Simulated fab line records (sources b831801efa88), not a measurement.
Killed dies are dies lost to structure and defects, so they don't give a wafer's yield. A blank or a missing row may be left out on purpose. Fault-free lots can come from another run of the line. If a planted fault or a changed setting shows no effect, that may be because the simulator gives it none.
fab line records    flow gf180mcu    part 2 of 2: steps 27 to 37 of 37
[record] lots = 5  wafers = 15  last_day = 33
route steps=602 shown V2@400 M3@409 V3@429
lots with no fault: from the same line, run without faults
start_h: hours from the record's opening day to when the first of the lot's shown wafers began    wait_h: hours from the lot's prior step to this one    " identical to the entry in the row above    L1.1+2: a single row standing in for several wafers    - no value, or no start given    * or withheld: withheld    < > ~ a bound
route shown NAME@n: names a module that has steps shown in the file, with the first one's number in the route    usual: mean/standard deviation of fault-free wafers    same: alike in all rows    chamber/n: place in a boat    sites: per-site readings    _std_site: standard deviation across them    _edge_site: mean of outer sites minus mean of inner sites    radius_mm: how far each site lies from the wafer's centre    mask NAME#n: copy n    behind: tool/chamber where the wafer was last shaped    hold: reason for holding the lot/hours on hold/outcome of the hold    device: the transistor (n, p or np) that didn't switch    end of line: the same wafers' tests at the end of the route    where a step has no rows: the recipe by itself    killed: not the wafer's yield, but the dies lost to structure and defects at the first sort    map: dies across one wafer; x = killed, . = not, _ = none there
set.NAME: the run value of the setting; set.NAME@STEP: its run value at that earlier step    model.NAME: the simulator's own value behind a step, which no gauge read
certain route steps with their lots: each step a table, each wafer a row
services: from which hour (start_h, from the record's first day; less than 0 if before it) a tool's chamber was out of use, for how many hours, and why
[[steps]]
[step GF_M3_STRIP_17]
[recipe] chemistry = O2/N2  power_w = 1400  pressure_mtorr = 1500  platen_temp_c = 250  o2_flow_sccm = 3000  n2_flow_sccm = 300  overash_fraction = 0.5
[usual] drypump_motor_current_A = 5.62/0.28  heater_power_w = 332/39  oes_product_au = 0.537/0.0044  strip_time_to_endpoint_s = 7.38/0.043
lot.wafer  tool             chamber  start_h  wait_h  drypump_motor_current_A  heater_power_w  oes_product_au  rf_hours_counter_h  strip_time_to_endpoint_s
L078.2     plasma_asher-04  1        520.78   0.1     5.45                     299             0.527           73                  7.33
L078.4     "                1        "        "       5.45                     283             0.539           -                   7.40
L078.5     "                0        "        "       5.53                     371             0.533           -                   7.34
L080.1     plasma_asher-01  0        542.01   0.2     6.29                     362             0.533           96                  7.38
L080.2     "                1        "        "       5.43                     313             0.539           96                  7.39
L080.3     "                0        "        "       6.30                     378             0.540           -                   7.38
L081.1     plasma_asher-02  1        548.76   0.2     5.83                     378             0.536           43                  7.43
L081.5     "                0        "        "       5.43                     302             0.537           -                   7.39
L081.6     "                1        "        "       5.88                     382             0.543           -                   7.44
L088.1     plasma_asher-02  1        606.48   0.1     5.86                     374             0.541           49                  7.41
L088.3     "                1        "        "       5.90                     375             0.542           -                   7.42
L088.6     "                1        "        "       5.87                     380             0.532           -                   7.40
L090.1     plasma_asher-01  0        622.53   0.1     6.36                     366             0.541           105                 7.43
L090.4     "                1        "        "       5.47                     311             0.540           -                   7.43
L090.6     "                0        "        "       6.32                     380             0.549           -                   7.49
[step GF_M3_STRIP_18]
[recipe] chemistry = post_etch_residue_remover  time_s = 1200  temp_c = 72.5
[same] time_s = 1200
lot.wafer   tool          chamber  start_h  wait_h
L078.2+4+5  wet_bench-03  3        520.88   0.1
L080.1+2+3  wet_bench-03  3        542.11   0.1
L081.1+5+6  wet_bench-01  1        548.86   0.1
L088.1+3+6  wet_bench-01  1        606.58   0.1
L090.1+4+6  wet_bench-04  0        622.63   0.1
[step GF_M3_CLEAN_19]
[recipe] chemistry = DIW  dry = n2_spin
lot.wafer   tool          chamber  start_h  wait_h
L078.2+4+5  wet_bench-01  2        521.23   0.0
L080.1+2+3  wet_bench-04  3        542.45   0.0
L081.1+5+6  wet_bench-04  2        549.20   0.0
L088.1+3+6  wet_bench-04  3        606.96   0.0
L090.1+4+6  wet_bench-01  2        623.00   0.0
[step GF_V3_CVD_00]
[recipe] material = SiO2  target_thk_nm = 600  sigma_open_frac = 0.3  temp_c = 400  time_s = 100  sih4_flow_sccm = 60  pressure_mtorr = 6
[same] time_s = 100
lot.wafer   tool       chamber  start_h  wait_h
L078.2+4+5  hdpcvd-02  2,2,0    521.33   0.0
L080.1+2+3  hdpcvd-01  2,1,0    542.54   0.0
L081.1+5+6  hdpcvd-01  1,2,0    549.29   0.0
L088.1+3+6  hdpcvd-02  0,2,2    607.06   0.0
L090.1+4+6  hdpcvd-01  2,1,0    623.10   0.0
[step GF_V3_THK_MEAS_01]
[recipe] reads = SiO2_of_V3_CVD_00
[usual] V3_CVD_00_THK = 602/5.7
lot.wafer  tool           chamber  start_h  wait_h  V3_CVD_00_THK[nm]
L078.2     film_metro-01  -        521.41   0.0     601
L078.4     "              -        "        "       608
L078.5     "              -        "        "       609
L080.1     film_metro-03  -        542.62   0.0     607
L080.2     "              -        "        "       601
L080.3     "              -        "        "       603
L081.1     film_metro-04  -        549.37   0.0     599
L081.5     "              -        "        "       598
L081.6     "              -        "        "       602
L088.1     film_metro-01  -        607.14   0.0     607
L088.3     "              -        "        "       606
L088.6     "              -        "        "       611
L090.1     film_metro-01  -        623.17   0.0     597
L090.4     "              -        "        "       595
L090.6     "              -        "        "       595
[step GF_V3_CVD_02]
[recipe] material = SiO2  target_thk_nm = 850  precursor = TEOS  temp_c = 400  time_s = 94.851  rf_w = 600
[usual] heater_power_outer_w = 388/68  heater_power_w = 663/99
[same] time_s = 94.851
lot.wafer  tool      chamber  start_h  wait_h  heater_power_outer_w  heater_power_w
L078.2     pecvd-03  2        521.46   0.0     333                   606
L078.4     "         1        "        "       454                   721
L078.5     "         0        "        "       417                   643
L080.1     pecvd-03  1        542.68   0.1     477                   724
L080.2     "         2        "        "       375                   655
L080.3     "         0        "        "       430                   710
L081.1     pecvd-02  1        549.43   0.1     381                   656
L081.5     "         1        "        "       400                   708
L081.6     "         0        "        "       331                   554
L088.1     pecvd-02  2        607.20   0.1     377                   627
L088.3     "         0        "        "       288                   513
L088.6     "         1        "        "       300                   564
L090.1     pecvd-04  2        623.23   0.1     422                   765
L090.4     "         1        "        "       505                   815
L090.6     "         2        "        "       449                   800
[step GF_V3_THK_MEAS_03]
[recipe] reads = SiO2_of_V3_CVD_02
[usual] V3_CVD_02_THK = 846/9.9
lot.wafer  tool           chamber  start_h  wait_h  V3_CVD_02_THK[nm]
L078.2     film_metro-04  -        521.54   0.0     844
L078.4     "              -        "        "       857
L078.5     "              -        "        "       864
L080.1     film_metro-01  -        542.75   0.0     838
L080.2     "              -        "        "       853
L080.3     "              -        "        "       842
L081.1     film_metro-01  -        549.50   0.0     840
L081.5     "              -        "        "       845
L081.6     "              -        "        "       850
L088.1     film_metro-03  -        607.27   0.0     843
L088.3     "              -        "        "       847
L088.6     "              -        "        "       852
L090.1     film_metro-04  -        623.30   0.0     836
L090.4     "              -        "        "       853
L090.6     "              -        "        "       838
[step GF_V3_CMP_04]
[recipe] material = SiO2  down_force_psi = 4  platen_rpm = 60  pad_velocity_m_s = 0.94248
[usual] motor_current_A = 11.6/1.1  platen_rpm = 59.99/0.043  time_to_endpoint_s = 79/5
lot.wafer  tool    chamber  start_h  wait_h  motor_current_A  platen_rpm  time_to_endpoint_s
L078.2     cmp-02  0        521.64   0.1     11.0             59.93       79
L078.4     "       1        "        "       10.1             60.00       83
L078.5     "       0        "        "       11.3             59.94       84
L080.2     cmp-01  0        542.81   0.0     12.1             60.05       85
L080.3     "       1        "        "       11.6             60.01       82
L080.1     "       2        "        "       12.2             60.05       78
L081.1     cmp-01  1        549.61   0.1     12.4             60.08       76
L081.5     "       0        "        "       12.1             59.95       85
L081.6     "       1        "        "       11.4             59.95       82
L088.1     cmp-02  1        607.43   0.1     10.9             60.00       73
L088.3     "       2        "        "       13.2             59.94       76
L088.6     "       0        "        "       10.6             59.99       77
L090.4     cmp-02  1        623.41   0.1     10.1             60.03       81
L090.1     "       2        "        "       13.5             59.90       73
L090.6     "       0        "        "       10.6             60.00       74
[step GF_V3_BOW_MEAS_05]
[recipe] mode = bow
[usual] V3_BOW = 119/9.2
lot.wafer  tool           chamber  start_h  wait_h  V3_BOW[um]
L078.2     film_metro-04  -        521.91   0.2     118
L078.4     "              -        "        "       128
L078.5     "              -        "        "       121
L080.1     film_metro-04  -        543.11   0.1     127
L080.2     "              -        "        "       117
L080.3     "              -        "        "       119
L081.1     film_metro-04  -        549.86   0.2     109
L081.5     "              -        "        "       130
L081.6     "              -        "        "       123
L088.1     film_metro-03  -        607.63   0.1     116
L088.3     "              -        "        "       107
L088.6     "              -        "        "       100
L090.1     film_metro-01  -        623.66   0.1     110
L090.4     "              -        "        "       119
L090.6     "              -        "        "       112
[step GF_V3_DEHYDRATE_06]
[recipe] temp_c = 200  time_s = 60
[same] time_s = 60
lot.wafer   tool            chamber  start_h  wait_h
L078.2+4+5  litho_track-03  0        533.02   11.1
L080.1+2+3  litho_track-03  0        552.90   9.8
L081.1+5+6  litho_track-02  0        560.70   10.8
L088.1+3+6  litho_track-03  0        617.40   9.7
L090.1+4+6  litho_track-04  0        633.00   9.3
[step GF_V3_HMDS_07]
[recipe] prime_time_s = 60  prime_temp_c = 120
lot.wafer   tool            chamber  start_h  wait_h
L078.2+4+5  litho_track-03  0        533.17   0.1
L080.1+2+3  litho_track-03  0        553.05   0.1
L081.1+5+6  litho_track-02  0        560.85   0.1
L088.1+3+6  litho_track-03  0        617.55   0.1
L090.1+4+6  litho_track-04  0        633.15   0.1
[[services]]
tool             chamber  start_h  hours  kind
pvd_sputter-02   -        478.89   2.5    repair
cmp-02           -        479.68   0.5    repair
cvd_w-02         -        481.57   2.8    pm
cmp-02           -        488.59   1.2    repair
rie_metal-04     -        496.98   2.8    pm
pvd_sputter-02   -        497.58   1.7    repair
krf_scanner-02   -        503.17   1.3    pm
cmp-01           -        503.66   0.5    repair
pvd_sputter-02   -        507.31   0.8    repair
rie_metal-04     1        512.17   1.4    repair
krf_scanner-02   -        533.86   0.8    repair
plasma_asher-01  -        534.64   1.6    repair
krf_scanner-02   -        561.32   0.5    repair
cmp-02           -        574.07   4.0    pm
pvd_sputter-02   -        575.43   9.0    repair
krf_scanner-02   -        576.52   1.0    pm
krf_scanner-02   -        578.31   4.4    pm
krf_scanner-02   -        582.71   0.8    pm
wet_bench-01     -        582.98   1.9    pm
wet_bench-03     -        598.60   3.7    repair
hdpcvd-01        -        602.98   2.2    repair
hdpcvd-01        -        604.24   0.6    repair
cmp-02           -        611.19   5.1    pm
cmp-01           -        626.94   1.5    repair
